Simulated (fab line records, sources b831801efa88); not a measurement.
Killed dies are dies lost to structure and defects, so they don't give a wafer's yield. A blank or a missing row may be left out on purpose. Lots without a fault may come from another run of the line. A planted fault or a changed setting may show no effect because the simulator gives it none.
fab line records | flow sky130
record lots=5 wafers=15 last_day=49
route steps=708 shown LDD_LDN@289 SPACER@304 POLY_CUT@307 SD_P@320
lots that met no fault: from a run of the same line without faults
start_h: hours from the record's first day to the start of the lot's first wafer shown | wait_h: hours since the lot's step before | " the same as in the row above | L1.1+2: a row that stands for several wafers | - no value, or no start given | * or withheld: withheld | < > ~ a bound
route shown NAME@n: a module of which the file shows steps, and the number in the route of the first | usual: mean/standard deviation of fault-free wafers | same: alike in all rows | chamber/n: place in a boat | sites: the reading at each site | _std_site: their standard deviation | _edge_site: outer sites' mean less inner sites' | radius_mm: how far each site lies from the wafer's centre | mask NAME#n: copy n | behind: the tool/chamber that last shaped the wafer | hold: why the lot was held/for how many hours/how that ended | device: the transistor (n, p or np) that didn't switch | end of line: the same wafers' tests at the end of the route | a step without rows: its recipe alone | killed: dies lost to structure and defects at the first sort, not the wafer's yield | map: a wafer's dies, x killed, . not, _ none there
set.NAME: the setting as run; set.NAME@STEP: as run at that earlier step | model.NAME: the simulator's own value behind a step, which no gauge read
lots at some steps of the route; a table a step, a row a wafer
services: from which hour (start_h, from the record's first day; less than 0 if before it) a tool's chamber was out of use, for how many hours, and why
## steps
# step SKY_LDD_LDN_DEHYDRATE_00
# recipe temp_c=200 time_s=60
# usual heater_power_total_W=160.38/0.12
# columns lot.wafer tool chamber start_h wait_h heater_power_total_W
L074.1 litho_track-02 0 494.07 15.4 160.22
L074.2 " 0 " " 160.57
L074.3 " 0 " " 160.42
L082.1 litho_track-02 0 576.32 13.9 160.46
L082.2 " 0 " " 160.38
L082.5 " 0 " " 160.24
L091.2 litho_track-01 0 658.58 13.8 160.32
L091.3 " 0 " " 160.35
L091.5 " 0 " " 160.40
L096.1 litho_track-02 0 692.02 13.4 160.39
L096.3 " 0 " " 160.51
L096.5 " 0 " " 160.38
L095.3 litho_track-01 0 692.06 13.6 160.38
L095.5 " 0 " " 160.29
L095.6 " 0 " " 160.64
# step SKY_LDD_LDN_HMDS_01
# recipe prime_time_s=60 prime_temp_c=120
# columns lot.wafer tool chamber start_h wait_h
L074.1+2+3 litho_track-02 0 494.22 0.1
L082.1+2+5 litho_track-02 0 576.47 0.1
L091.2+3+5 litho_track-01 0 658.73 0.1
L096.1+3+5 litho_track-02 0 692.17 0.1
L095.3+5+6 litho_track-01 0 692.21 0.1
# step SKY_LDD_LDN_COAT_02
# recipe resist=NOVOLAK spin_rpm=3000 resist_thk_nm=1140
# columns lot.wafer tool chamber start_h wait_h
L074.1+2+3 litho_track-02 0 494.37 0.1
L082.1+2+5 litho_track-02 0 576.62 0.1
L091.2+3+5 litho_track-01 0 658.88 0.1
L096.1+3+5 litho_track-02 0 692.32 0.1
L095.3+5+6 litho_track-01 0 692.36 0.1
# step SKY_LDD_LDN_SOFTBAKE_03
# recipe temp_c=90 time_s=60 resist=NOVOLAK
# usual heater_power_total_W=56.59/0.045
# columns lot.wafer tool chamber start_h wait_h heater_power_total_W
L074.1 litho_track-02 0 494.52 0.1 56.61
L074.2 " 0 " " 56.55
L074.3 " 0 " " 56.59
L082.1 litho_track-02 0 576.77 0.1 56.63
L082.2 " 0 " " 56.62
L082.5 " 0 " " 56.63
L091.2 litho_track-01 0 659.03 0.1 56.56
L091.3 " 0 " " 56.60
L091.5 " 0 " " 56.61
L096.1 litho_track-02 0 692.47 0.1 56.58
L096.3 " 0 " " 56.56
L096.5 " 0 " " 56.62
L095.3 litho_track-01 0 692.51 0.1 56.49
L095.5 " 0 " " 56.63
L095.6 " 0 " " 56.61
# step SKY_LDD_LDN_EXPOSE_04
# recipe mask_id=LDNTM na=0.6 source_shape=conventional sigma_outer=0.6 polarization=unpolarized target_cd_nm=700 dose_mj=140
# usual exposure_dose_mJ_cm2=140.00/0.15
# columns lot.wafer tool chamber start_h wait_h mask exposure_dose_mJ_cm2
L074.1 iline_stepper-02 0 - - LDNTM#0 139.96
L074.2 " 0 " " LDNTM#0 139.90
L074.3 " 0 " " LDNTM#0 140.07
L082.1 iline_stepper-02 0 - - LDNTM#0 140.10
L082.2 " 0 " " LDNTM#0 140.36
L082.5 " 0 " " LDNTM#0 140.14
L091.2 iline_stepper-01 0 - - LDNTM#0 139.80
L091.3 " 0 " " LDNTM#0 140.06
L091.5 " 0 " " LDNTM#0 139.92
L095.3 iline_stepper-02 0 - - LDNTM#0 140.06
L095.5 " 0 " " LDNTM#0 140.13
L095.6 " 0 " " LDNTM#0 140.08
L096.1 iline_stepper-01 0 - - LDNTM#0 139.94
L096.3 " 0 " " LDNTM#0 139.89
L096.5 " 0 " " LDNTM#0 139.77
# step SKY_LDD_LDN_PEB_05
# recipe temp_c=withheld time_s=* resist=NOVOLAK
# columns lot.wafer tool chamber start_h wait_h
L074.1+2+3 litho_track-04 0 - -
L082.1+2+5 litho_track-01 0 - -
L091.2+3+5 litho_track-04 0 - -
L096.1+3+5 litho_track-02 0 - -
L095.3+5+6 litho_track-01 0 - -
# step SKY_LDD_LDN_DEVELOP_06
# recipe resist=NOVOLAK developer=TMAH develop_time_s=60 dev_temp_c=23
# usual developer_temp_C=23.01/0.12
# columns lot.wafer tool chamber start_h wait_h developer_temp_C
L074.1 litho_track-04 0 509.35 0.1 22.80
L074.2 " 0 " " 22.84
L074.3 " 0 " " 22.82
L082.1 litho_track-01 0 591.81 0.1 23.02
L082.2 " 0 " " 22.99
L082.5 " 0 " " 23.10
L091.2 litho_track-04 0 673.27 0.1 23.01
L091.3 " 0 " " 23.06
L091.5 " 0 " " 23.01
L096.1 litho_track-02 0 706.27 0.1 22.98
L096.3 " 0 " " 23.07
L096.5 " 0 " " 22.96
L095.3 litho_track-01 0 706.31 0.1 22.97
L095.5 " 0 " " 23.04
L095.6 " 0 " " 22.88
# step SKY_LDD_LDN_OVL_MEAS_07
# usual LDD_LDN_OVL=-0.1/1.4
# columns lot.wafer tool chamber start_h wait_h LDD_LDN_OVL[nm]
L074.1 overlay-01 - 509.50 0.1 2.8
L074.2 " - " " 1.6
L074.3 " - " " 2.4
L082.1 overlay-01 - 591.96 0.1 -0.5
L082.2 " - " " 0.3
L082.5 " - " " 0.9
L091.2 overlay-02 - 673.41 0.1 -0.4
L091.3 " - " " -0.8
L091.5 " - " " 0.3
L095.3 overlay-01 - 706.42 0.1 -1.6
L095.5 " - " " -0.5
L095.6 " - " " 0.4
L096.1 overlay-02 - 706.42 0.1 -0.2
L096.3 " - " " -0.2
L096.5 " - " " -0.8
# step SKY_LDD_LDN_IMPLANT_08
# recipe species=As energy_kev=15 dose_cm2=1.25e+13 tilt_deg=withheld rotation_deg=23
# columns lot.wafer tool chamber start_h wait_h
L074.1+2+3 implanter-04 0 509.53 0.0
L082.1+2+5 implanter-04 0 591.99 0.0
L091.2+3+5 implanter-04 0 673.46 0.0
L096.1+3+5 implanter-03 0 706.46 0.0
L095.3+5+6 implanter-01 0 706.49 0.1
# step SKY_LDD_LDN_IMPLANT_09
# recipe species=As energy_kev=15 dose_cm2=1.25e+13 tilt_deg=withheld rotation_deg=113
# columns lot.wafer tool chamber start_h wait_h
L074.1+2+3 implanter-04 0 509.68 0.1
L082.1+2+5 implanter-04 0 592.14 0.1
L091.2+3+5 implanter-04 0 673.61 0.1
L096.1+3+5 implanter-03 0 706.61 0.1
L095.3+5+6 implanter-01 0 706.64 0.1
# step SKY_LDD_LDN_IMPLANT_10
# recipe species=As energy_kev=15 dose_cm2=1.25e+13 tilt_deg=withheld rotation_deg=203
# columns lot.wafer tool chamber start_h wait_h
L074.1+2+3 implanter-04 0 509.83 0.1
L082.1+2+5 implanter-04 0 592.29 0.1
L091.2+3+5 implanter-04 0 673.76 0.1
L096.1+3+5 implanter-03 0 706.76 0.1
L095.3+5+6 implanter-01 0 706.79 0.1
# step SKY_LDD_LDN_IMPLANT_11
# recipe species=As energy_kev=15 dose_cm2=1.25e+13 tilt_deg=withheld rotation_deg=293
# columns lot.wafer tool chamber start_h wait_h
L074.1+2+3 implanter-04 0 509.98 0.1
L082.1+2+5 implanter-04 0 592.44 0.1
L091.2+3+5 implanter-04 0 673.91 0.1
L096.1+3+5 implanter-03 0 706.91 0.1
L095.3+5+6 implanter-01 0 706.94 0.1
# step SKY_LDD_LDN_STRIP_12
# recipe chemistry=O2/N2 power_w=1400 pressure_mtorr=1500 platen_temp_c=withheld o2_flow_sccm=3000 n2_flow_sccm=300 overash_fraction=0.5
# usual drypump_motor_current_A=6.2/0.53 oes_product_au=0.715/0.0049 strip_time_to_endpoint_s=14.17/0.043
# columns lot.wafer tool chamber start_h wait_h drypump_motor_current_A oes_product_au rf_hours_counter_h strip_time_to_endpoint_s
L074.1 plasma_asher-03 0 510.13 0.1 6.7 0.724 38 14.15
L074.2 " 1 " " 6.7 0.709 38 14.18
L074.3 " 0 " " 6.7 0.712 - 14.15
L082.1 plasma_asher-03 0 592.59 0.1 6.7 0.721 46 14.10
L082.2 " 1 " " 6.8 0.716 46 14.19
L082.5 " 0 " " 6.7 0.723 - 14.12
L091.2 plasma_asher-04 1 674.04 0.1 5.4 0.715 97 14.18
L091.3 " 1 " " 5.4 0.720 - 14.20
L091.5 " 1 " " 5.4 0.717 - 14.22
L095.3 plasma_asher-03 1 707.08 0.1 6.7 0.724 - 14.17
L095.5 " 1 " " 6.7 0.709 - 14.16
L095.6 " 0 " " 6.7 0.716 - 14.16
L096.1 plasma_asher-04 0 707.13 0.2 6.2 0.719 101 14.16
L096.3 " 0 " " 6.1 0.720 - 14.19
L096.5 " 1 " " 5.4 0.722 - 14.13
# step SKY_LDD_LDN_TW_MEAS_13
# usual LDD_LDN_TW=1477/24
# columns lot.wafer tool chamber start_h wait_h LDD_LDN_TW
L074.1 film_metro-04 - 510.23 0.1 1507
L074.2 " - " " 1503
L074.3 " - " " 1495
L082.1 film_metro-02 - 592.69 0.1 1462
L082.2 " - " " 1450
L082.5 " - " " 1458
L091.2 film_metro-04 - 674.15 0.1 1501
L091.3 " - " " 1507
L091.5 " - " " 1503
L095.3 film_metro-01 - 707.16 0.1 1473
L095.5 " - " " 1467
L095.6 " - " " 1471
L096.1 film_metro-02 - 707.23 0.1 1450
L096.3 " - " " 1443
L096.5 " - " " 1452
# step SKY_LDD_LDN_CLEAN_14
# recipe chemistry=SC1/SC2 mix=1:4:20 temp_c=70 time_s=150 dry=n2_spin
# columns lot.wafer tool chamber start_h wait_h
L074.1+2+3 wet_bench-04 3 510.29 0.1
L082.1+2+5 wet_bench-04 2 592.75 0.1
L091.2+3+5 wet_bench-02 0 674.20 0.0
L095.3+5+6 wet_bench-01 1 707.20 0.0
L096.1+3+5 wet_bench-04 3 707.29 0.1
# step SKY_SPACER_CVD_00
# recipe material=Si3N4 precursor=DCS/NH3 target_thk_nm=43.1 temp_c=770 time_s=740 pressure_mtorr=250
# usual susceptor_temp_C=769.94/0.29 zone_power_lower_pct=12.62/0.15 zone_power_top_pct=25.7/0.36
# columns lot.wafer tool chamber start_h wait_h susceptor_temp_C zone_power_lower_pct zone_power_top_pct
L074.1 lpcvd-02 1 510.34 0.0 770.08 12.69 25.2
L074.2 " 1 " " 769.71 12.79 25.7
L074.3 " 1 " " 770.16 12.78 26.0
L082.1 lpcvd-02 1 594.34 1.5 769.90 12.68 25.5
L082.2 " 1 " " 769.64 12.81 26.0
L082.5 " 1 " " 769.62 12.80 26.0
L091.2 lpcvd-02 1 675.05 0.8 769.87 12.85 25.4
L091.3 " 1 " " 770.27 12.63 26.3
L091.5 " 1 " " 770.08 12.42 26.1
L095.3 lpcvd-02 1 708.43 1.2 770.19 12.37 25.7
L095.5 " 1 " " 770.50 12.66 26.1
L095.6 " 1 " " 769.54 12.60 25.7
L096.1 lpcvd-02 1 708.43 1.1 769.88 12.76 25.9
L096.3 " 1 " " 769.78 12.84 26.1
L096.5 " 1 " " 770.28 12.54 26.0
# step SKY_SPACER_THK_MEAS_01
# recipe reads=Si3N4_of_SPACER_CVD_00
# usual SPACER_CVD_00_THK=43.47/0.29
# columns lot.wafer tool chamber start_h wait_h SPACER_CVD_00_THK[nm]
L074.1 film_metro-04 - 511.55 0.0 43.89
L074.2 " - " " 43.67
L074.3 " - " " 43.34
L082.1 film_metro-04 - 595.55 0.0 43.36
L082.2 " - " " 43.34
L082.5 " - " " 43.61
L091.2 film_metro-04 - 676.26 0.0 43.55
L091.3 " - " " 43.59
L091.5 " - " " 43.91
L096.1 film_metro-02 - 709.63 0.0 43.89
L096.3 " - " " 44.01
L096.5 " - " " 43.88
L095.3 film_metro-03 - 709.65 0.0 43.18
L095.5 " - " " 43.49
L095.6 " - " " 43.51
# step SKY_SPACER_ETCHBACK_02
# recipe chemistry=CH3F/O2 target=Si3N4 stop_on=SiO2 source_w=400 bias_w=80 pressure_mtorr=25 ch3f_flow_sccm=40 O2_flow_sccm=30 time_s=46.7 target_depth_a=450
# usual drypump_motor_current_A=5.9/0.55 oes_product_au=0.859/0.0053 rf_fwd_power_W=395.4/1.3 throttle_valve_pct=10.564/0.0092
# columns lot.wafer tool chamber start_h wait_h drypump_motor_current_A oes_product_au rf_fwd_power_W rf_hours_counter_h throttle_valve_pct
L074.1 rie_diel-02 3 511.61 0.1 6.0 0.864 393.7 13 10.559
L074.2 " 1 " " 5.8 0.870 394.5 59 10.555
L074.3 " 0 " " 5.7 0.856 395.4 10 10.560
L082.1 rie_diel-03 3 595.61 0.1 5.7 0.854 393.7 68 10.554
L082.2 " 2 " " 5.2 0.863 395.5 12 10.589
L082.5 " 1 " " 6.7 0.859 397.3 - 10.568
L091.2 rie_diel-02 0 676.31 0.0 5.7 0.847 394.6 13 10.563
L091.3 " 1 " " 5.8 0.858 394.9 0 10.561
L091.5 " 0 " " 5.7 0.862 394.1 - 10.553
L095.3 rie_diel-03 0 709.69 0.0 6.8 0.853 396.0 2 10.557
L095.5 " 1 " " 6.7 0.868 395.4 - 10.576
L095.6 " 0 " " 6.8 0.854 393.9 - 10.562
L096.1 rie_diel-02 0 709.69 0.1 5.7 0.865 395.3 13 10.549
L096.3 " 2 " " 5.3 0.872 395.3 10 10.556
L096.5 " 0 " " 5.7 0.862 393.6 - 10.562
# step SKY_POLY_CUT_DEHYDRATE_00
# recipe temp_c=200 time_s=60
# usual heater_power_total_W=160.39/0.13
# columns lot.wafer tool chamber start_h wait_h heater_power_total_W
L074.1 litho_track-04 0 526.80 15.2 160.63
L074.2 " 0 " " 160.38
L074.3 " 0 " " 160.20
L082.1 litho_track-04 0 609.05 13.4 160.20
L082.2 " 0 " " 160.28
L082.5 " 0 " " 160.29
L091.2 litho_track-02 0 689.70 13.4 160.50
L091.3 " 0 " " 160.55
L091.5 " 0 " " 160.37
L095.3 litho_track-03 0 722.83 13.1 160.61
L095.5 " 0 " " 160.31
L095.6 " 0 " " 160.44
L096.1 litho_track-02 0 722.92 13.2 160.22
L096.3 " 0 " " 160.36
L096.5 " 0 " " 160.48
# step SKY_POLY_CUT_HMDS_01
# recipe prime_time_s=60 prime_temp_c=120
# columns lot.wafer tool chamber start_h wait_h
L074.1+2+3 litho_track-04 0 526.95 0.1
L082.1+2+5 litho_track-04 0 609.20 0.1
L091.2+3+5 litho_track-02 0 689.85 0.1
L095.3+5+6 litho_track-03 0 722.98 0.1
L096.1+3+5 litho_track-02 0 723.07 0.1
# step SKY_POLY_CUT_COAT_02
# recipe resist=BARC temp_c=withheld time_s=withheld spin_rpm=3000 resist_thk_nm=60
# columns lot.wafer tool chamber start_h wait_h
L074.1+2+3 litho_track-04 0 527.10 0.1
L082.1+2+5 litho_track-04 0 609.35 0.1
L091.2+3+5 litho_track-02 0 690.00 0.1
L095.3+5+6 litho_track-03 0 723.13 0.1
L096.1+3+5 litho_track-02 0 723.22 0.1
# step SKY_POLY_CUT_COAT_03
# recipe resist=KrF-thick spin_rpm=3000 resist_thk_nm=450
# columns lot.wafer tool chamber start_h wait_h
L074.1+2+3 litho_track-04 0 - -
L082.1+2+5 litho_track-04 0 - -
L091.2+3+5 litho_track-02 0 - -
L095.3+5+6 litho_track-03 0 - -
L096.1+3+5 litho_track-02 0 - -
# step SKY_POLY_CUT_SOFTBAKE_04
# recipe temp_c=100 time_s=90 resist=KrF-thick
# usual heater_power_total_W=57.34/0.12
# columns lot.wafer tool chamber start_h wait_h heater_power_total_W
L074.1 litho_track-04 0 - - 57.12
L074.2 " 0 " " 57.34
L074.3 " 0 " " 57.55
L082.1 litho_track-04 0 - - 57.43
L082.2 " 0 " " 57.27
L082.5 " 0 " " 57.31
L091.2 litho_track-02 0 - - 57.25
L091.3 " 0 " " 57.25
L091.5 " 0 " " 57.24
L095.3 litho_track-03 0 - - 57.21
L095.5 " 0 " " 57.29
L095.6 " 0 " " 57.36
L096.1 litho_track-02 0 - - 57.27
L096.3 " 0 " " 57.25
L096.5 " 0 " " 57.48
# step SKY_POLY_CUT_EXPOSE_05
# recipe mask_id=NPCM na=0.8 source_shape=annular sigma_inner=0.55 sigma_outer=0.85 target_cd_nm=270 dose_mj=32
# usual exposure_dose_mJ_cm2=31.998/0.029
# columns lot.wafer tool chamber start_h wait_h mask exposure_dose_mJ_cm2
L074.1 krf_scanner-02 0 - - NPCM#0 32.006
L074.2 " 0 " " NPCM#0 31.972
L074.3 " 0 " " NPCM#0 31.991
L082.1 krf_scanner-02 0 - - NPCM#0 32.026
L082.2 " 0 " " NPCM#0 32.048
L082.5 " 0 " " NPCM#0 32.036
L091.2 krf_scanner-02 0 - - NPCM#0 32.026
L091.3 " 0 " " NPCM#0 32.001
L091.5 " 0 " " NPCM#0 31.992
L095.3 krf_scanner-01 0 - - NPCM#0 31.997
L095.5 " 0 " " NPCM#0 32.004
L095.6 " 0 " " NPCM#0 31.992
L096.1 krf_scanner-01 0 - - NPCM#0 31.978
L096.3 " 0 " " NPCM#0 32.019
L096.5 " 0 " " NPCM#0 32.014
# step SKY_POLY_CUT_PEB_06
# recipe peb_temp_c=withheld peb_time_s=withheld resist=KrF-thick
# columns lot.wafer tool chamber start_h wait_h
L074.1+2+3 litho_track-02 0 - -
L082.1+2+5 litho_track-02 0 - -
L091.2+3+5 litho_track-02 0 - -
L095.3+5+6 litho_track-02 0 - -
L096.1+3+5 litho_track-02 0 - -
# step SKY_POLY_CUT_DEVELOP_07
# recipe develop_time_s=60 resist=KrF-thick dev_temp_c=21
# usual developer_temp_C=21.00/0.11
# columns lot.wafer tool chamber start_h wait_h developer_temp_C
L074.1 litho_track-02 0 - - 21.11
L074.2 " 0 " " 20.93
L074.3 " 0 " " 21.08
L082.1 litho_track-02 0 - - 20.79
L082.2 " 0 " " 20.78
L082.5 " 0 " " 20.91
L091.2 litho_track-02 0 - - 21.01
L091.3 " 0 " " 21.08
L091.5 " 0 " " 21.03
L095.3 litho_track-02 0 - - 20.99
L095.5 " 0 " " 20.89
L095.6 " 0 " " 20.92
L096.1 litho_track-02 0 - - 21.26
L096.3 " 0 " " 20.90
L096.5 " 0 " " 20.92
# step SKY_POLY_CUT_CD_MEAS_08
# recipe target_cd_nm=270
# usual cd_nm=269.9/1.4
# columns lot.wafer tool chamber start_h wait_h cd_nm
L074.1 cd_sem-02 - 541.72 - 270.9
L074.2 " - " " 268.9
L074.3 " - " " 270.0
L082.1 cd_sem-02 - 624.17 - 270.5
L082.2 " - " " 268.3
L082.5 " - " " 270.2
L091.2 cd_sem-01 - 703.79 - 268.8
L091.3 " - " " 269.2
L091.5 " - " " 269.0
L095.3 cd_sem-01 - 736.56 - 269.0
L095.5 " - " " 268.7
L095.6 " - " " 269.6
L096.1 cd_sem-02 - 736.87 - 269.3
L096.3 " - " " 270.3
L096.5 " - " " 271.0
# step SKY_POLY_CUT_OVL_MEAS_09
# usual POLY_CUT_OVL=-1/5.5
# columns lot.wafer tool chamber start_h wait_h POLY_CUT_OVL[nm]
L074.1 overlay-02 - 541.84 0.1 1
L074.2 " - " " -5
L074.3 " - " " -5
L082.1 overlay-01 - 624.29 0.1 10
L082.2 " - " " 4
L082.5 " - " " 12
L091.2 overlay-01 - 703.90 0.1 -1
L091.3 " - " " 6
L091.5 " - " " 5
L095.3 overlay-02 - 736.65 0.1 -4
L095.5 " - " " -4
L095.6 " - " " -5
L096.1 overlay-01 - 736.99 0.1 -1
L096.3 " - " " -1
L096.5 " - " " -1
# step SKY_POLY_CUT_ETCH_10
# recipe chemistry=N2/H2 target=BARC ion_energy_ev=200 source_w=500 bias_w=100 pressure_mtorr=30 n2_flow_sccm=100 h2_flow_sccm=200 stop_on=SiO2 time_s=45.9 target_depth_a=600
# usual drypump_motor_current_A=5.65/0.29 oes_product_au=0.854/0.0043 rf_fwd_power_W=494.3/2.5 throttle_valve_pct=13.224/0.0099
# columns lot.wafer tool chamber start_h wait_h drypump_motor_current_A oes_product_au rf_fwd_power_W rf_hours_counter_h throttle_valve_pct
L074.1 rie_diel-04 2 541.88 0.0 5.25 0.852 499.3 7 13.220
L074.2 " 3 " " 6.01 0.852 497.8 81 13.212
L074.3 " 0 " " 5.56 0.861 493.6 51 13.231
L082.1 rie_diel-02 0 624.33 0.0 5.72 0.861 493.3 11 13.225
L082.2 " 3 " " 6.02 0.852 495.0 15 13.226
L082.5 " 3 " " 6.04 0.848 491.2 - 13.226
L091.2 rie_diel-02 0 703.93 0.0 5.70 0.853 493.2 13 13.216
L091.3 " 1 " " 5.81 0.856 493.6 1 13.229
L091.5 " 0 " " 5.71 0.853 492.8 - 13.223
L095.3 rie_diel-04 2 736.68 0.0 5.23 0.864 499.4 12 13.247
L095.5 " 1 " " 5.39 0.856 494.2 - 13.219
L095.6 " 0 " " 5.56 0.851 494.6 - 13.235
L096.1 rie_diel-02 1 737.03 0.0 5.80 0.849 490.9 1 13.225
L096.3 " 2 " " 5.27 0.850 495.2 10 13.230
L096.5 " 3 " " 6.03 0.852 494.8 - 13.222
# step SKY_POLY_CUT_ETCH_11
# recipe target=Si3N4 chemistry=CF4/CH2F2/Ar stop_on=poly-Si source_w=600 bias_w=150 pressure_mtorr=40 cf4_flow_sccm=40 ch2f2_flow_sccm=20 Ar_flow_sccm=150 time_s=42.5 target_depth_a=600
# usual drypump_motor_current_A=5.64/0.3 oes_product_au=0.831/0.0065 rf_fwd_power_W=592.7/2.8 throttle_valve_pct=14.996/0.0098
# columns lot.wafer tool chamber start_h wait_h drypump_motor_current_A oes_product_au rf_fwd_power_W rf_hours_counter_h throttle_valve_pct
L074.1 rie_diel-04 2 541.92 0.0 5.27 0.825 596.6 7 14.986
L074.2 " 3 " " 6.03 0.823 596.9 81 15.001
L074.3 " 0 " " 5.55 0.829 591.5 51 14.991
L082.1 rie_diel-02 0 624.37 0.0 5.70 0.823 589.8 11 14.988
L082.2 " 3 " " 6.01 0.833 591.6 15 15.009
L082.5 " 3 " " 6.01 0.822 590.9 - 15.019
L091.2 rie_diel-02 0 703.97 0.0 5.70 0.842 594.5 13 15.001
L091.3 " 1 " " 5.81 0.831 591.7 1 15.007
L091.5 " 0 " " 5.70 0.835 591.4 - 14.987
L095.3 rie_diel-04 2 736.72 0.0 5.26 0.830 598.7 12 14.995
L095.5 " 1 " " 5.40 0.830 592.2 - 15.000
L095.6 " 0 " " 5.56 0.828 593.8 - 15.010
L096.1 rie_diel-02 1 737.07 0.0 5.84 0.817 595.1 1 15.019
L096.3 " 2 " " 5.27 0.831 593.0 10 14.990
L096.5 " 3 " " 6.02 0.824 591.8 - 15.002
# step SKY_POLY_CUT_STRIP_12
# recipe chemistry=O2/N2 power_w=1400 pressure_mtorr=1500 platen_temp_c=withheld o2_flow_sccm=3000 n2_flow_sccm=300 overash_fraction=0.5
# usual drypump_motor_current_A=5.7/0.35 oes_product_au=0.452/0.0042 strip_time_to_endpoint_s=5.347/0.019
# columns lot.wafer tool chamber start_h wait_h drypump_motor_current_A oes_product_au rf_hours_counter_h strip_time_to_endpoint_s
L074.1 plasma_asher-04 1 541.96 0.0 5.4 0.454 85 5.350
L074.2 " 0 " " 6.1 0.449 85 5.348
L074.3 " 0 " " 6.2 0.443 - 5.352
L082.1 plasma_asher-02 0 624.41 0.0 5.2 0.447 19 5.350
L082.2 " 1 " " 6.0 0.444 19 5.348
L082.5 " 0 " " 5.1 0.454 - 5.343
L091.2 plasma_asher-04 0 704.01 0.0 6.1 0.448 100 5.328
L091.3 " 0 " " 6.1 0.455 - 5.333
L091.5 " 0 " " 6.1 0.452 - 5.314
L095.3 plasma_asher-01 1 736.79 0.1 5.7 0.458 - 5.340
L095.5 " 1 " " 5.7 0.453 - 5.352
L095.6 " 0 " " 5.9 0.452 - 5.331
L096.1 plasma_asher-02 1 737.11 0.0 6.0 0.457 30 5.298
L096.3 " 1 " " 6.0 0.452 - 5.330
L096.5 " 1 " " 6.0 0.457 - 5.296
# step SKY_SD_P_DEHYDRATE_00
# recipe temp_c=200 time_s=60
# usual heater_power_total_W=160.37/0.14
# columns lot.wafer tool chamber start_h wait_h heater_power_total_W
L074.1 litho_track-03 0 556.68 14.7 160.36
L074.2 " 0 " " 160.45
L074.3 " 0 " " 160.27
L082.1 litho_track-02 0 637.62 13.2 160.37
L082.2 " 0 " " 160.45
L082.5 " 0 " " 160.33
L091.2 litho_track-03 0 716.61 12.6 160.53
L091.3 " 0 " " 160.16
L091.5 " 0 " " 160.46
L095.3 litho_track-03 0 749.03 12.2 160.48
L095.5 " 0 " " 160.60
L095.6 " 0 " " 160.44
L096.1 litho_track-02 0 749.72 12.6 160.18
L096.3 " 0 " " 160.22
L096.5 " 0 " " 160.42
# step SKY_SD_P_HMDS_01
# recipe prime_time_s=60 prime_temp_c=120
# columns lot.wafer tool chamber start_h wait_h
L074.1+2+3 litho_track-03 0 556.83 0.1
L082.1+2+5 litho_track-02 0 637.77 0.1
L091.2+3+5 litho_track-03 0 716.76 0.1
L095.3+5+6 litho_track-03 0 749.18 0.1
L096.1+3+5 litho_track-02 0 749.87 0.1
# step SKY_SD_P_COAT_02
# recipe resist=NOVOLAK spin_rpm=3000 resist_thk_nm=1140
# columns lot.wafer tool chamber start_h wait_h
L074.1+2+3 litho_track-03 0 556.98 0.1
L082.1+2+5 litho_track-02 0 637.92 0.1
L091.2+3+5 litho_track-03 0 716.91 0.1
L095.3+5+6 litho_track-03 0 749.33 0.1
L096.1+3+5 litho_track-02 0 750.02 0.1
# step SKY_SD_P_SOFTBAKE_03
# recipe temp_c=90 time_s=60 resist=NOVOLAK
# usual heater_power_total_W=56.60/0.049
# columns lot.wafer tool chamber start_h wait_h heater_power_total_W
L074.1 litho_track-03 0 557.13 0.1 56.58
L074.2 " 0 " " 56.65
L074.3 " 0 " " 56.59
L082.1 litho_track-02 0 638.07 0.1 56.52
L082.2 " 0 " " 56.58
L082.5 " 0 " " 56.64
L091.2 litho_track-03 0 717.06 0.1 56.64
L091.3 " 0 " " 56.51
L091.5 " 0 " " 56.55
L095.3 litho_track-03 0 749.48 0.1 56.58
L095.5 " 0 " " 56.65
L095.6 " 0 " " 56.58
L096.1 litho_track-02 0 750.17 0.1 56.63
L096.3 " 0 " " 56.68
L096.5 " 0 " " 56.64
# step SKY_SD_P_EXPOSE_04
# recipe mask_id=PSDM na=0.6 source_shape=conventional sigma_outer=0.6 polarization=unpolarized target_cd_nm=380 dose_mj=138
# usual exposure_dose_mJ_cm2=138.00/0.1
# columns lot.wafer tool chamber start_h wait_h mask exposure_dose_mJ_cm2
L074.1 iline_stepper-02 0 - - PSDM#0 138.18
L074.2 " 0 " " PSDM#0 138.05
L074.3 " 0 " " PSDM#0 138.01
L082.1 iline_stepper-02 0 - - PSDM#0 138.07
L082.2 " 0 " " PSDM#0 138.17
L082.5 " 0 " " PSDM#0 137.93
L091.2 iline_stepper-01 0 - - PSDM#0 138.00
L091.3 " 0 " " PSDM#0 138.06
L091.5 " 0 " " PSDM#0 137.98
L095.3 iline_stepper-01 0 - - PSDM#0 138.05
L095.5 " 0 " " PSDM#0 138.13
L095.6 " 0 " " PSDM#0 138.06
L096.1 iline_stepper-02 0 - - PSDM#0 137.78
L096.3 " 0 " " PSDM#0 137.87
L096.5 " 0 " " PSDM#0 138.09
# step SKY_SD_P_PEB_05
# recipe temp_c=withheld time_s=* resist=NOVOLAK
# columns lot.wafer tool chamber start_h wait_h
L074.1+2+3 litho_track-03 0 - -
L082.1+2+5 litho_track-01 0 - -
L091.2+3+5 litho_track-01 0 - -
L095.3+5+6 litho_track-03 0 - -
L096.1+3+5 litho_track-03 0 - -
# step SKY_SD_P_DEVELOP_06
# recipe resist=NOVOLAK developer=TMAH develop_time_s=60 dev_temp_c=23
# usual developer_temp_C=22.99/0.11
# columns lot.wafer tool chamber start_h wait_h developer_temp_C
L074.1 litho_track-03 0 571.88 0.1 22.93
L074.2 " 0 " " 22.72
L074.3 " 0 " " 22.97
L082.1 litho_track-01 0 652.51 0.1 22.81
L082.2 " 0 " " 23.06
L082.5 " 0 " " 23.02
L091.2 litho_track-01 0 730.53 0.1 23.17
L091.3 " 0 " " 23.05
L091.5 " 0 " " 23.09
L095.3 litho_track-03 0 762.63 0.1 22.96
L095.5 " 0 " " 22.99
L095.6 " 0 " " 23.00
L096.1 litho_track-03 0 764.03 0.1 23.03
L096.3 " 0 " " 22.89
L096.5 " 0 " " 22.99
## services
# columns tool chamber start_h hours kind
rie_diel-04 3 509.81 7.8 repair
rie_diel-02 - 548.08 0.3 repair
iline_stepper-01 - 561.59 1.7 pm
lpcvd-02 - 562.23 6.0 pm
implanter-04 - 564.65 0.5 repair
rie_diel-04 1 564.77 4.3 repair
rie_diel-02 3 566.77 2.2 repair
implanter-04 - 588.23 1.9 repair
plasma_asher-04 - 601.69 2.1 repair
rie_diel-04 2 614.95 4.1 repair
iline_stepper-02 - 617.47 1.7 pm
rie_diel-02 - 620.12 2.8 pm
implanter-03 - 620.41 1.8 repair
rie_diel-02 2 623.60 8.5 repair
rie_diel-04 - 627.06 26.4 repair
plasma_asher-04 - 637.37 14.6 pm
rie_diel-04 - 645.19 2.1 repair
lpcvd-02 - 651.37 2.8 pm
iline_stepper-02 - 654.33 8.9 pm
iline_stepper-02 - 674.56 4.4 pm
implanter-03 - 684.09 5.5 repair
iline_stepper-01 - 687.97 3.5 repair
implanter-04 - 707.96 1.5 repair
implanter-04 - 717.01 14.6 repair
## key
fault none
